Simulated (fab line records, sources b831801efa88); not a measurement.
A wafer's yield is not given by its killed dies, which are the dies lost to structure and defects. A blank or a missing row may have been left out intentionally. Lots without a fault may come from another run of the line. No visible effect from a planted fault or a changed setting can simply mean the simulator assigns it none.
fab line records ; flow sky130 ; part 2 of 2: steps 26 to 33 of 33
[record] lots = 5; wafers = 15; last-day = 50
route steps=708 shown LDD_LDN@294 SPACER@304 POLY_CUT@307 SD_P@320
lots that met no fault: from a run of the same line without faults
start-h: hours from the record's first day to the start of the lot's first wafer shown ; wait-h: hours elapsed since this lot's preceding step ; " the same as in the row above ; L1.1+2: a row that stands for several wafers ; - either no value or no given start ; * or withheld: withheld ; < > ~ a bound
route shown NAME@n: a module of which the file shows steps, and the number in the route of the first ; usual: mean/standard deviation of fault-free wafers ; same: alike in all rows ; chamber/n: place in a boat ; sites: readings site by site ; _std_site: how widely they spread, as a standard deviation ; _edge_site: mean of outer sites minus mean of inner sites ; radius-mm: for every site, how far away it sits from the centre of the wafer ; mask NAME#n: copy n ; behind: tool/chamber where the wafer was last shaped ; hold: why the lot was held/for how many hours/how that ended ; device: names the non-switching transistor (n, p or np) ; end of line: at the end of the route, the tests of the same wafers ; where a step has no rows: the recipe by itself ; killed: the dies lost at the first sort to structure and to defects; this is not the yield of the wafer ; map: dies across one wafer; x = killed, . = not, _ = none there
set.NAME: setting as actually run; set.NAME@STEP: the setting as run at that earlier step ; model.NAME: the simulator's own value behind a step, which no gauge read
lots seen at some steps along the route; tables by step, rows by wafer
services: from which hour (start-h, from the record's first day; less than 0 if before it) a tool's chamber was out of use, for how many hours, and why
[[steps]]
[step SKY_POLY_CUT_STRIP_12]
[recipe] chemistry = O2/N2; power-w = 1400; pressure-mtorr = 1500; platen-temp-c = withheld; o2-flow-sccm = 3000; n2-flow-sccm = 300; overash-fraction = 0.5
[usual] drypump-motor-current-A = 5.6/0.61; o2-flow-sccm = 2999/9.7; oes-product-au = 0.453/0.0046; strip-time-to-endpoint-s = 5.366/0.015
lot.wafer;tool;chamber;start-h;wait-h;drypump-motor-current-A;o2-flow-sccm;oes-product-au;rf-hours-counter-h;strip-time-to-endpoint-s
L083.4;plasma-asher-03;1;642.19;0.1;6.2;3000;0.453;-;5.389
L083.5;plasma-asher-03;1;642.19;0.1;6.2;2997;0.454;-;5.349
L083.6;plasma-asher-03;0;642.19;0.1;5.6;2986;0.454;-;5.380
L084.2;plasma-asher-04;1;650.77;0.0;4.9;2995;0.452;24;5.355
L084.3;plasma-asher-04;1;650.77;0.0;4.8;2992;0.454;-;5.355
L084.5;plasma-asher-04;0;650.77;0.0;6.4;2996;0.457;-;5.348
L090.1;plasma-asher-04;0;714.04;0.0;6.4;3017;0.451;30;5.358
L090.5;plasma-asher-04;1;714.04;0.0;4.9;2992;0.453;-;5.349
L090.6;plasma-asher-04;0;714.04;0.0;6.4;2994;0.465;-;5.363
L094.1;plasma-asher-04;0;724.37;0.0;6.3;2991;0.453;31;5.397
L094.2;plasma-asher-04;1;724.37;0.0;4.8;3009;0.455;31;5.390
L094.5;plasma-asher-04;1;724.37;0.0;4.9;3011;0.451;-;5.369
L096.3;plasma-asher-04;0;740.34;0.1;6.4;3008;0.450;-;5.351
L096.4;plasma-asher-04;1;740.34;0.1;4.8;3011;0.455;-;5.394
L096.6;plasma-asher-04;0;740.34;0.1;6.3;3002;0.459;-;5.386
[step SKY_SD_P_DEHYDRATE_00]
[recipe] temp-c = 200; time-s = 60
[usual] chill-plate-temp-C = 23.01/0.11; exhaust-pa = 45.0/0.88
lot.wafer;tool;chamber;start-h;wait-h;chill-plate-temp-C;exhaust-pa
L083.4;litho-track-02;0;655.52;13.3;22.95;45.8
L083.5;litho-track-02;0;655.52;13.3;23.12;44.9
L083.6;litho-track-02;0;655.52;13.3;23.07;43.9
L084.2;litho-track-02;0;664.77;14.0;23.00;44.7
L084.3;litho-track-02;0;664.77;14.0;23.11;45.0
L084.5;litho-track-02;0;664.77;14.0;22.88;44.4
L090.1;litho-track-04;0;728.20;14.1;22.85;45.6
L090.5;litho-track-04;0;728.20;14.1;22.99;45.1
L090.6;litho-track-04;0;728.20;14.1;22.96;45.9
L094.1;litho-track-04;0;737.60;13.2;23.16;44.9
L094.2;litho-track-04;0;737.60;13.2;23.18;44.1
L094.5;litho-track-04;0;737.60;13.2;23.11;42.8
L096.3;litho-track-04;0;753.50;13.1;22.86;45.3
L096.4;litho-track-04;0;753.50;13.1;22.72;43.8
L096.6;litho-track-04;0;753.50;13.1;22.80;43.9
[step SKY_SD_P_HMDS_01]
[recipe] prime-time-s = 60; prime-temp-c = 120
[usual] chill-plate-temp-C = 22.98/0.093; exhaust-pa = 45.1/0.9
lot.wafer;tool;chamber;start-h;wait-h;chill-plate-temp-C;exhaust-pa
L083.4;litho-track-02;0;655.67;0.1;22.94;44.7
L083.5;litho-track-02;0;655.67;0.1;22.85;45.2
L083.6;litho-track-02;0;655.67;0.1;22.90;44.8
L084.2;litho-track-02;0;664.92;0.1;22.91;45.4
L084.3;litho-track-02;0;664.92;0.1;23.10;46.1
L084.5;litho-track-02;0;664.92;0.1;22.89;46.4
L090.1;litho-track-04;0;728.35;0.1;23.12;45.3
L090.5;litho-track-04;0;728.35;0.1;23.09;44.1
L090.6;litho-track-04;0;728.35;0.1;23.11;44.8
L094.1;litho-track-04;0;737.75;0.1;22.91;46.7
L094.2;litho-track-04;0;737.75;0.1;22.76;45.4
L094.5;litho-track-04;0;737.75;0.1;23.06;45.6
L096.3;litho-track-04;0;753.65;0.1;22.85;47.1
L096.4;litho-track-04;0;753.65;0.1;22.93;46.7
L096.6;litho-track-04;0;753.65;0.1;22.98;46.8
[step SKY_SD_P_COAT_02]
[recipe] resist = NOVOLAK; spin-rpm = 3000; resist-thk-nm = 1140
[usual] chill-plate-temp-C = 23.02/0.11; exhaust-pa = 45.1/1.1
lot.wafer;tool;chamber;start-h;wait-h;chill-plate-temp-C;exhaust-pa
L083.4;litho-track-02;0;655.82;0.1;22.95;45.5
L083.5;litho-track-02;0;655.82;0.1;22.80;46.9
L083.6;litho-track-02;0;655.82;0.1;22.94;46.4
L084.2;litho-track-02;0;665.07;0.1;22.89;45.8
L084.3;litho-track-02;0;665.07;0.1;22.89;45.5
L084.5;litho-track-02;0;665.07;0.1;22.96;46.4
L090.1;litho-track-04;0;728.50;0.1;23.03;45.6
L090.5;litho-track-04;0;728.50;0.1;23.03;45.4
L090.6;litho-track-04;0;728.50;0.1;23.22;44.1
L094.1;litho-track-04;0;737.90;0.1;22.87;45.6
L094.2;litho-track-04;0;737.90;0.1;23.07;43.6
L094.5;litho-track-04;0;737.90;0.1;22.94;44.6
L096.3;litho-track-04;0;753.80;0.1;22.99;45.0
L096.4;litho-track-04;0;753.80;0.1;23.05;44.7
L096.6;litho-track-04;0;753.80;0.1;23.16;43.9
[step SKY_SD_P_SOFTBAKE_03]
[recipe] temp-c = 90; time-s = 60; resist = NOVOLAK
[usual] chill-plate-temp-C = 22.99/0.11; exhaust-pa = 44.9/0.92
lot.wafer;tool;chamber;start-h;wait-h;chill-plate-temp-C;exhaust-pa
L083.4;litho-track-02;0;655.97;0.1;23.04;46.2
L083.5;litho-track-02;0;655.97;0.1;23.11;46.2
L083.6;litho-track-02;0;655.97;0.1;22.91;46.3
L084.2;litho-track-02;0;665.22;0.1;22.91;45.3
L084.3;litho-track-02;0;665.22;0.1;22.76;45.2
L084.5;litho-track-02;0;665.22;0.1;23.00;44.8
L090.1;litho-track-04;0;728.65;0.1;22.93;45.1
L090.5;litho-track-04;0;728.65;0.1;22.95;46.4
L090.6;litho-track-04;0;728.65;0.1;23.00;44.6
L094.1;litho-track-04;0;738.05;0.1;23.00;45.4
L094.2;litho-track-04;0;738.05;0.1;23.05;44.7
L094.5;litho-track-04;0;738.05;0.1;22.99;44.5
L096.3;litho-track-04;0;753.95;0.1;23.15;44.3
L096.4;litho-track-04;0;753.95;0.1;23.17;44.3
L096.6;litho-track-04;0;753.95;0.1;23.27;43.3
[step SKY_SD_P_EXPOSE_04]
[recipe] mask-id = PSDM; na = 0.6; source-shape = conventional; sigma-outer = 0.6; polarization = unpolarized; target-cd-nm = 380; dose-mj = 138
lot.wafer;tool;chamber;start-h;wait-h;mask
L083.4+5+6;iline-stepper-01;0;-;-;PSDM#0
L084.2+3+5;iline-stepper-01;0;-;-;PSDM#0
L090.1+5+6;iline-stepper-01;0;-;-;PSDM#0
L094.1+2+5;iline-stepper-01;0;-;-;PSDM#0
L096.3+4+6;iline-stepper-01;0;-;-;PSDM#0
[step SKY_SD_P_PEB_05]
[recipe] temp-c = withheld; time-s = *; resist = NOVOLAK
[usual] chill-plate-temp-C = *; exhaust-pa = 44.8/0.88
lot.wafer;tool;chamber;start-h;wait-h;chill-plate-temp-C;exhaust-pa
L083.4;litho-track-04;0;-;-;*;44.9
L083.5;litho-track-04;0;-;-;*;44.2
L083.6;litho-track-04;0;-;-;*;44.9
L084.2;litho-track-02;0;-;-;*;44.1
L084.3;litho-track-02;0;-;-;*;43.3
L084.5;litho-track-02;0;-;-;*;44.3
L090.1;litho-track-02;0;-;-;*;44.6
L090.5;litho-track-02;0;-;-;*;44.7
L090.6;litho-track-02;0;-;-;*;45.2
L094.1;litho-track-04;0;-;-;*;45.5
L094.2;litho-track-04;0;-;-;*;44.5
L094.5;litho-track-04;0;-;-;*;44.8
L096.3;litho-track-02;0;-;-;*;46.7
L096.4;litho-track-02;0;-;-;*;43.8
L096.6;litho-track-02;0;-;-;*;44.7
[step SKY_SD_P_DEVELOP_06]
[recipe] resist = NOVOLAK; developer = TMAH; develop-time-s = 60; dev-temp-c = 23
[usual] chill-plate-temp-C = 22.98/0.1; exhaust-pa = 44.9/0.82
lot.wafer;tool;chamber;start-h;wait-h;chill-plate-temp-C;exhaust-pa
L083.4;litho-track-04;0;671.12;0.1;22.92;44.0
L083.5;litho-track-04;0;671.12;0.1;22.83;43.5
L083.6;litho-track-04;0;671.12;0.1;22.92;44.3
L084.2;litho-track-02;0;678.62;0.1;22.85;44.3
L084.3;litho-track-02;0;678.62;0.1;22.91;45.0
L084.5;litho-track-02;0;678.62;0.1;22.90;46.4
L090.1;litho-track-02;0;742.04;0.1;23.01;46.3
L090.5;litho-track-02;0;742.04;0.1;23.06;44.6
L090.6;litho-track-02;0;742.04;0.1;23.06;45.4
L094.1;litho-track-04;0;751.90;0.1;22.83;44.6
L094.2;litho-track-04;0;751.90;0.1;23.02;44.5
L094.5;litho-track-04;0;751.90;0.1;23.00;44.3
L096.3;litho-track-02;0;767.49;0.1;22.87;44.8
L096.4;litho-track-02;0;767.49;0.1;22.88;46.4
L096.6;litho-track-02;0;767.49;0.1;23.05;45.2
[[services]]
tool;chamber;start-h;hours;kind
rie-diel-01;2;589.46;9.2;repair
rie-diel-04;-;592.18;1.5;repair
plasma-asher-04;-;624.97;0.8;repair
implanter-03;-;630.50;4.9;pm
krf-scanner-01;-;639.05;1.3;pm
implanter-01;-;646.26;5.2;pm
implanter-01;-;652.51;121.9;pm
wet-bench-04;-;657.48;7.8;repair
implanter-03;-;667.47;2.2;repair
rie-diel-01;3;674.83;5.5;repair
implanter-02;-;675.57;13.3;pm
rie-diel-03;-;676.30;1.8;repair
iline-stepper-01;-;688.00;8.9;pm
wet-bench-01;-;693.04;1.9;pm
implanter-02;-;707.80;1.9;pm
rie-diel-04;-;714.89;14.6;pm
implanter-03;-;724.17;13.8;repair
implanter-02;-;730.87;2.2;repair
krf-scanner-01;-;731.98;0.8;pm
implanter-03;-;732.16;2.1;repair
krf-scanner-01;-;733.17;0.3;repair
plasma-asher-02;-;733.75;9.0;pm
krf-scanner-01;-;744.07;1.0;pm
implanter-03;-;765.69;0.6;repair
